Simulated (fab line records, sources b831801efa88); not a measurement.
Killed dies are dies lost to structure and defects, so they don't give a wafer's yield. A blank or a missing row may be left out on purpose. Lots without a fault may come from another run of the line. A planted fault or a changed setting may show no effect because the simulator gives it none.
fab line records | flow sky130
record lots=6 wafers=16 last_day=50
route steps=708 shown VIA2@524 METAL3@532 CAPM@537 PAD_OPEN@708
lots that met no fault: from a run of the same line without faults
start_h: hours from the record's first day to the start of the lot's first wafer shown | wait_h: hours since the lot's step before | " the same as in the row above | L1.1+2: a row that stands for several wafers | - no value, or no start given | * or withheld: withheld | < > ~ a bound
route shown NAME@n: a module of which the file shows steps, and the number in the route of the first | usual: mean/standard deviation of fault-free wafers | same: alike in all rows | chamber/n: place in a boat | sites: the reading at each site | _std_site: their standard deviation | _edge_site: outer sites' mean less inner sites' | radius_mm: how far each site lies from the wafer's centre | mask NAME#n: copy n | behind: the tool/chamber that last shaped the wafer | hold: why the lot was held/for how many hours/how that ended | device: the transistor (n, p or np) that didn't switch | end of line: the same wafers' tests at the end of the route | a step without rows: its recipe alone | killed: dies lost to structure and defects at the first sort, not the wafer's yield | map: a wafer's dies, x killed, . not, _ none there
set.NAME: the setting as run; set.NAME@STEP: as run at that earlier step | model.NAME: the simulator's own value behind a step, which no gauge read
lots at some steps of the route; a table a step, a row a wafer
services: from which hour (start_h, from the record's first day; less than 0 if before it) a tool's chamber was out of use, for how many hours, and why
## steps
# step SKY_VIA2_STRIP_17
# recipe chemistry=post_etch_residue_remover time_s=1200 temp_c=72.5
# step SKY_VIA2_CLEAN_18
# recipe chemistry=IPA time_s=180 temp_c=25
# step SKY_VIA2_CLEAN_19
# recipe chemistry=O3/DIW dry=n2_spin
# step SKY_VIA2_SPUTTER_20
# recipe material=TiN target_thk_nm=20 chamber_pressure_pa=5 power_w=4000 time_s=80
# usual throttle_valve_pct=30.1/1.1
# columns lot.wafer tool chamber start_h wait_h throttle_valve_pct
L323.1 pvd_sputter-03 - 875.53 0.0 29.9
L323.2 " - " " 28.6
L323.3 " - " " 30.2
L328.4 pvd_sputter-03 - 911.48 0.0 28.5
L328.6 " - " " 30.0
L329.4 pvd_sputter-04 - 914.62 0.0 29.9
L329.6 " - " " 30.2
L341.1 pvd_sputter-04 - 1006.72 0.0 30.6
L341.3 " - " " 31.8
L341.4 " - " " 28.4
L342.1 pvd_sputter-04 - 1013.98 0.0 30.5
L342.4 " - " " 31.9
L342.5 " - " " 29.5
L343.1 pvd_sputter-03 - 1016.22 0.0 28.8
L343.3 " - " " 30.7
L343.6 " - " " 30.6
# step SKY_VIA2_CVD_21
# recipe material=W target_thk_nm=420 time_s=126.4 temp_c=400 pressure_torr=40
# usual chamber_pressure_Torr=39.99/0.09 heater_power_w=890/68
# columns lot.wafer tool chamber start_h wait_h chamber_pressure_Torr heater_power_w
L323.1 cvd_w-02 0 875.59 0.0 40.03 919
L323.2 " 1 " " 40.08 824
L323.3 " 1 " " 40.06 838
L328.4 cvd_w-01 0 911.58 0.1 40.06 935
L328.6 " 0 " " 39.97 928
L329.4 cvd_w-01 1 914.69 0.0 40.03 922
L329.6 " 1 " " 39.82 902
L341.1 cvd_w-01 1 1006.78 0.0 40.01 930
L341.3 " 1 " " 39.93 940
L341.4 " 0 " " 40.14 925
L342.1 cvd_w-02 1 1014.04 0.0 39.94 694
L342.4 " 1 " " 39.97 699
L342.5 " 0 " " 39.98 868
L343.1 cvd_w-01 0 1016.28 0.0 39.99 948
L343.3 " 1 " " 39.95 916
L343.6 " 1 " " 40.10 920
# step SKY_VIA2_RS_MEAS_22
# recipe thk_meas_gauge=four-point-probe reads=W_of_VIA2_CVD_21+TiN_of_VIA2_SPUTTER_20
# usual VIA2_W_RS=0.272/0.0043
# columns lot.wafer tool chamber start_h wait_h VIA2_W_RS[ohm/sq]
L323.1 film_metro-03 - 875.72 0.1 0.274
L323.2 " - " " 0.272
L323.3 " - " " 0.273
L328.4 film_metro-01 - 911.73 0.1 0.265
L328.6 " - " " 0.264
L329.4 film_metro-03 - 914.84 0.1 0.274
L329.6 " - " " 0.276
L341.1 film_metro-03 - 1006.91 0.1 0.277
L341.3 " - " " 0.276
L341.4 " - " " 0.267
L342.1 film_metro-04 - 1014.17 0.1 0.274
L342.4 " - " " 0.275
L342.5 " - " " 0.274
L343.1 film_metro-03 - 1016.41 0.1 0.264
L343.3 " - " " 0.272
L343.6 " - " " 0.271
# step SKY_VIA2_THK_MEAS_23
# recipe thk_meas_gauge=xrf reads=W_of_VIA2_CVD_21
# usual VIA2_W_THK=413/7.2
# columns lot.wafer tool chamber start_h wait_h VIA2_W_THK[nm]
L323.1 film_metro-03 - 875.84 0.1 409
L323.2 " - " " 413
L323.3 " - " " 410
L328.4 film_metro-01 - 911.82 0.1 424
L328.6 " - " " 427
L329.4 film_metro-03 - 914.93 0.1 412
L329.6 " - " " 406
L341.1 film_metro-03 - 1007.03 0.1 405
L341.3 " - " " 408
L341.4 " - " " 417
L342.1 film_metro-04 - 1014.29 0.1 413
L342.4 " - " " 407
L342.5 " - " " 414
L343.1 film_metro-03 - 1016.53 0.1 427
L343.3 " - " " 420
L343.6 " - " " 417
# step SKY_VIA2_CMP_24
# recipe stop_on=SiO2 t_overpolish_s=20 down_force_psi=3.5 platen_rpm=60 target_thk_nm=0 pad_velocity_m_s=0.94248
# step SKY_METAL3_SPUTTER_00
# recipe material=Ti target_thk_nm=15 power_w=3000 time_s=10 chamber_pressure_pa=0.4
# step SKY_METAL3_SPUTTER_01
# recipe material=TiN target_thk_nm=20 power_w=6500 time_s=16.7 chamber_pressure_pa=0.4
# step SKY_METAL3_SPUTTER_02
# recipe material=AlCu target_thk_nm=735 power_w=10600 time_s=39.1 chamber_pressure_pa=0.4
# usual throttle_valve_pct=29.7/0.95
# columns lot.wafer tool chamber start_h wait_h throttle_valve_pct
L323.1 pvd_sputter-02 - 876.25 0.0 29.9
L323.2 " - " " 29.3
L323.3 " - " " 28.8
L328.4 pvd_sputter-02 - 912.20 0.0 30.3
L328.6 " - " " 30.2
L329.4 pvd_sputter-02 - 915.31 0.0 30.3
L329.6 " - " " 30.0
L341.1 pvd_sputter-02 - 1007.44 0.0 29.4
L341.3 " - " " 30.3
L341.4 " - " " 30.2
L342.1 pvd_sputter-01 - 1014.70 0.0 29.1
L342.4 " - " " 30.2
L342.5 " - " " 30.0
L343.1 pvd_sputter-04 - 1016.94 0.0 31.9
L343.3 " - " " 28.2
L343.6 " - " " 28.5
# step SKY_METAL3_SPUTTER_03
# recipe material=Ti target_thk_nm=5 power_w=3000 time_s=3.3 chamber_pressure_pa=0.4
# usual throttle_valve_pct=29.8/0.97
# columns lot.wafer tool chamber start_h wait_h throttle_valve_pct
L323.1 pvd_sputter-02 - 876.28 0.0 30.1
L323.2 " - " " 29.1
L323.3 " - " " 29.1
L328.4 pvd_sputter-02 - 912.23 0.0 30.1
L328.6 " - " " 30.0
L329.4 pvd_sputter-02 - 915.35 0.0 30.1
L329.6 " - " " 30.0
L341.1 pvd_sputter-02 - 1007.48 0.0 29.2
L341.3 " - " " 30.3
L341.4 " - " " 30.2
L342.1 pvd_sputter-01 - 1014.74 0.0 29.2
L342.4 " - " " 30.6
L342.5 " - " " 29.9
L343.1 pvd_sputter-04 - 1016.97 0.0 31.9
L343.3 " - " " 28.6
L343.6 " - " " 28.3
# step SKY_METAL3_SPUTTER_04
# recipe material=TiN target_thk_nm=70 power_w=6500 time_s=58.3 chamber_pressure_pa=0.4
# usual throttle_valve_pct=29.8/0.97
# columns lot.wafer tool chamber start_h wait_h throttle_valve_pct model.TiN_of_METAL3_SPUTTER_04.thk_nm
L323.1 pvd_sputter-02 - 876.30 0.0 30.1 71.36
L323.2 " - " " 29.1 71.31
L323.3 " - " " 29.0 70.9
L328.4 pvd_sputter-02 - 912.25 0.0 30.3 93.68
L328.6 " - " " 30.2 70.42
L329.4 pvd_sputter-02 - 915.36 0.0 30.3 94.61
L329.6 " - " " 30.3 71.27
L341.1 pvd_sputter-02 - 1007.50 0.0 29.3 70.16
L341.3 " - " " 30.2 70.75
L341.4 " - " " 30.4 70.98
L342.1 pvd_sputter-01 - 1014.76 0.0 29.3 69.87
L342.4 " - " " 30.4 69.99
L342.5 " - " " 30.0 70.36
L343.1 pvd_sputter-04 - 1016.99 0.0 31.8 69.5
L343.3 " - " " 28.4 69.21
L343.6 " - " " 28.4 69.56
# step SKY_CAPM_CVD_00
# recipe material=SiO2 target_thk_nm=15.5 temp_c=400 time_s=withheld rf_w=450
# usual heater_power_w=750/73
# columns lot.wafer tool chamber start_h wait_h heater_power_w
L323.1 pecvd-02 1 876.35 0.0 753
L323.2 " 0 " " 664
L323.3 " 2 " " 871
L328.4 pecvd-01 2 912.31 0.0 812
L328.6 " 1 " " 810
L329.4 pecvd-01 2 915.42 0.0 762
L329.6 " 0 " " 796
L341.1 pecvd-02 2 1007.55 0.0 749
L341.3 " 0 " " 664
L341.4 " 1 " " 811
L342.1 pecvd-02 1 1014.81 0.0 819
L342.4 " 1 " " 821
L342.5 " 0 " " 590
L343.1 pecvd-01 1 1017.04 0.0 848
L343.3 " 1 " " 831
L343.6 " 0 " " 689
# step SKY_PAD_OPEN_PROBE_99
# usual defect_limited_yield=82.4/1.8 killed_at_M0_to_M3=45/6.8 killed_at_M4_up=3.2/1.6 killed_at_contacts=24/5.1 killed_at_front_end=14/4.4 killed_at_other=0.4/0.65 killed_dies=87/8.8 killed_open=47/7.2 killed_short=39/6.1 sort_bin_3_pad_short=0.9/0.38 sort_bin_5_function=10.4/1.5 sort_bin_6_memory=6.4/1.1 sort_n_pass=405/8.8 sort_yield_pct=82.4/1.8
# same gross_dies=492 killed_at_back_side=0 sort_bin_4_leakage[%]=0 sort_bin_8_speed[%]=0
# columns lot.wafer tool chamber start_h wait_h defect_limited_yield[%] killed_at_M0_to_M3 killed_at_M4_up killed_at_contacts killed_at_front_end killed_at_other killed_dies killed_open killed_short sort_bin_3_pad_short[%] sort_bin_5_function[%] sort_bin_6_memory[%] sort_n_pass sort_yield_pct[%] model.etest.via3_chain.rc_ohm
L323.1 prober-01 - 1096.24 0.1 83.5 40 1 28 12 0 81 42 39 1.0 8.9 6.5 411 83.5 9.73
L323.2 prober-01 - 1096.29 0.1 79.7 48 2 39 11 0 100 62 37 1.0 12.8 6.5 392 79.7 9.558
L323.3 prober-01 - 1096.34 0.2 81.3 48 2 34 7 1 92 51 41 1.0 11.6 6.1 400 81.3 10.12
L328.4 prober-02 - 1123.89 0.2 85.6 31 4 22 14 0 71 30 41 1.0 7.9 5.5 421 85.6 10.3
L328.6 prober-02 - 1123.99 0.2 81.5 42 1 31 17 0 91 46 45 0.6 11.6 6.3 401 81.5 8.793
L329.4 prober-01 - 1126.49 0.2 83.5 37 3 31 9 1 81 52 29 0.4 8.7 7.3 411 83.5 10.49
L329.6 prober-01 - 1126.59 0.2 81.5 47 3 22 18 1 91 51 40 0.8 11.0 6.7 401 81.5 9.343
L341.1 prober-01 - 1197.09 0.1 82.3 51 4 23 9 0 87 39 48 1.0 8.7 7.9 405 82.3 9.631
L341.3 prober-01 - 1197.19 0.2 82.5 53 4 19 10 0 86 46 40 0.4 10.4 6.7 406 82.5 9.896
L341.4 prober-01 - 1197.24 0.2 79.3 53 5 31 13 0 102 51 51 1.4 11.2 8.1 390 79.3 9.73
L342.1 prober-02 - 1201.32 0.1 82.3 43 2 21 18 3 87 54 33 0.6 10.8 6.3 405 82.3 10.05
L342.4 prober-02 - 1201.47 0.2 84.3 42 3 21 11 0 77 45 32 1.0 9.1 5.5 415 84.3 9.53
L342.5 prober-02 - 1201.52 0.2 85.2 34 5 19 15 0 73 42 31 1.2 9.1 4.5 419 85.2 9.728
L343.1 prober-01 - 1202.93 0.1 80.9 54 4 17 19 0 94 46 48 0.6 12.0 6.5 398 80.9 10.36
L343.3 prober-01 - 1203.03 0.2 83.5 47 2 18 13 1 81 45 36 0.8 9.6 6.1 411 83.5 10.13
L343.6 prober-01 - 1203.18 0.2 79.9 53 2 29 14 1 99 59 39 0.8 14.4 4.9 393 79.9 9.876
# killed by level:class
L323.1 VIA1:geometric_particle:open=10 CONTACT:geometric_particle:open=9 LI_CONTACT:geometric_particle:open=8 CONTACT:geometric_particle:short=7 FIELD_ISO:geometric_particle:short=5 METAL1:geometric_particle:short=5 METAL3:geometric_particle:short=5 METAL1:geometric_particle:open=4
L323.2 CONTACT:geometric_particle:open=16 LI_CONTACT:geometric_particle:open=12 VIA1:geometric_particle:open=9 VIA2:geometric_particle:open=8 VIA3:geometric_particle:open=7 METAL2:geometric_particle:short=6 METAL3:geometric_particle:short=5 LOCAL_INTERCONNECT:geometric_particle:short=4
L323.3 VIA1:geometric_particle:open=13 LI_CONTACT:geometric_particle:open=10 CONTACT:geometric_particle:open=9 METAL2:geometric_particle:short=8 VIA3:geometric_particle:open=7 VIA1:geometric_particle:short=6 CONTACT:geometric_particle:short=5 LI_CONTACT:geometric_particle:short=4
L328.4 CONTACT:geometric_particle:open=6 VIA1:geometric_particle:open=6 VIA3:geometric_particle:short=6 FIELD_ISO:geometric_particle:short=4 POLY_GATE:geometric_particle:open=4 POLY_GATE:geometric_particle:short=4 LI_CONTACT:geometric_particle:open=4 LOCAL_INTERCONNECT:geometric_particle:short=4
L328.6 CONTACT:geometric_particle:open=13 VIA1:geometric_particle:short=12 LI_CONTACT:geometric_particle:open=6 LOCAL_INTERCONNECT:geometric_particle:short=6 VIA3:geometric_particle:open=5 FIELD_ISO:geometric_particle:open=4 METAL1:geometric_particle:short=4 METAL3:geometric_particle:short=4
L329.4 CONTACT:geometric_particle:open=16 VIA2:geometric_particle:open=10 LI_CONTACT:geometric_particle:open=6 VIA1:geometric_particle:open=6 METAL1:geometric_particle:short=5 LOCAL_INTERCONNECT:geometric_particle:short=4 CONTACT:geometric_particle:short=4 METAL2:geometric_particle:open=4
L329.6 VIA1:geometric_particle:open=11 VIA1:geometric_particle:short=10 VIA2:geometric_particle:open=10 CONTACT:geometric_particle:open=9 METAL3:geometric_particle:short=7 FIELD_ISO:geometric_particle:open=6 CONTACT:geometric_particle:short=5 FIELD_ISO:geometric_particle:short=4
L341.1 VIA1:geometric_particle:open=12 CONTACT:geometric_particle:open=11 METAL1:geometric_particle:short=10 VIA1:geometric_particle:short=7 METAL2:geometric_particle:short=5 FIELD_ISO:geometric_particle:short=4 LI_CONTACT:geometric_particle:open=4 LOCAL_INTERCONNECT:geometric_particle:short=4
L341.3 VIA1:geometric_particle:open=13 VIA1:geometric_particle:short=8 METAL2:geometric_particle:short=8 METAL1:geometric_particle:short=7 VIA3:geometric_particle:open=7 LI_CONTACT:geometric_particle:open=6 CONTACT:geometric_particle:open=6 POLY_GATE:geometric_particle:open=4
L341.4 CONTACT:geometric_particle:open=14 VIA1:geometric_particle:open=10 METAL2:geometric_particle:short=8 METAL1:geometric_particle:short=7 LI_CONTACT:geometric_particle:open=6 METAL4:geometric_particle:short=5 VIA3:geometric_particle:short=5 VIA3:geometric_particle:open=5
L342.1 CONTACT:geometric_particle:open=14 VIA2:geometric_particle:open=11 VIA1:geometric_particle:open=9 POLY_GATE:geometric_particle:short=7 VIA1:geometric_particle:short=6 VIA3:geometric_particle:open=5 FIELD_ISO:geometric_particle:open=4 POLY_GATE:geometric_particle:open=3
L342.4 VIA1:geometric_particle:open=11 LI_CONTACT:geometric_particle:open=8 VIA2:geometric_particle:open=8 CONTACT:geometric_particle:open=6 CONTACT:geometric_particle:short=4 VIA1:geometric_particle:short=4 VIA2:geometric_particle:short=4 POLY_GATE:geometric_particle:short=3
L342.5 VIA2:geometric_particle:open=9 CONTACT:geometric_particle:open=7 LI_CONTACT:geometric_particle:open=6 POLY_GATE:geometric_particle:open=5 VIA1:geometric_particle:open=5 VIA3:geometric_particle:open=5 METAL4:geometric_particle:short=5 METAL1:geometric_particle:short=4
L343.1 VIA1:geometric_particle:open=13 METAL2:geometric_particle:short=9 METAL1:geometric_particle:short=7 CONTACT:geometric_particle:open=6 VIA2:geometric_particle:open=5 VIA3:geometric_particle:open=5 METAL4:geometric_particle:short=4 VIA3:geometric_particle:short=4
L343.3 VIA2:geometric_particle:open=11 VIA1:geometric_particle:open=10 CONTACT:geometric_particle:open=9 VIA1:geometric_particle:short=8 LI_CONTACT:geometric_particle:open=5 METAL2:geometric_particle:short=4 VIA2:geometric_particle:short=4 FIELD_ISO:geometric_particle:short=3
L343.6 VIA3:geometric_particle:open=15 CONTACT:geometric_particle:open=12 VIA1:geometric_particle:open=9 VIA2:geometric_particle:open=7 CONTACT:geometric_particle:short=5 FIELD_ISO:geometric_particle:open=4 LI_CONTACT:geometric_particle:open=4 METAL1:geometric_particle:short=4
## services
# columns tool chamber start_h hours kind
pecvd-01 0 868.27 2.1 scheduled_down
cvd_w-02 - 904.00 14.0 pm
cvd_w-02 0 904.00 14.0 vent_cycle
cvd_w-02 1 904.00 14.0 vent_cycle
pvd_sputter-01 - 912.02 5.0 repair
cvd_w-02 0 918.00 - clean
cvd_w-02 1 918.00 - clean
pecvd-02 1 919.65 4.8 repair
pecvd-01 1 927.24 3.8 repair
pecvd-02 1 933.60 5.5 scheduled_down
pvd_sputter-04 - 942.86 2.5 repair
pecvd-01 - 956.49 1.1 repair
pvd_sputter-01 - 962.70 3.1 repair
pecvd-01 2 1014.84 5.5 scheduled_down
## key
first_sign none at tools or gauges
model_effect step=SKY_METAL3_SPUTTER_04 value=TiN_of_METAL3_SPUTTER_04.thk_nm without=70.64 struck=94.14
model_effect step=SKY_PAD_OPEN_PROBE_99 value=etest.via3_chain.rc_ohm without=9.726 struck=10.39
met_at SKY_METAL3_SPUTTER_04
struck_wafers L328.4,L329.4
onset_between 876.30 912.25
fault kind=process_parameter_drift tool=pvd_sputter-02 chamber=- onset_h=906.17 steps=SKY_METAL3_SPUTTER_04 channel=target_thk_nm offset=23.508 shape=step end_h=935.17 scope=struck_wafers_only acts_in=these_recipes_only stated=70
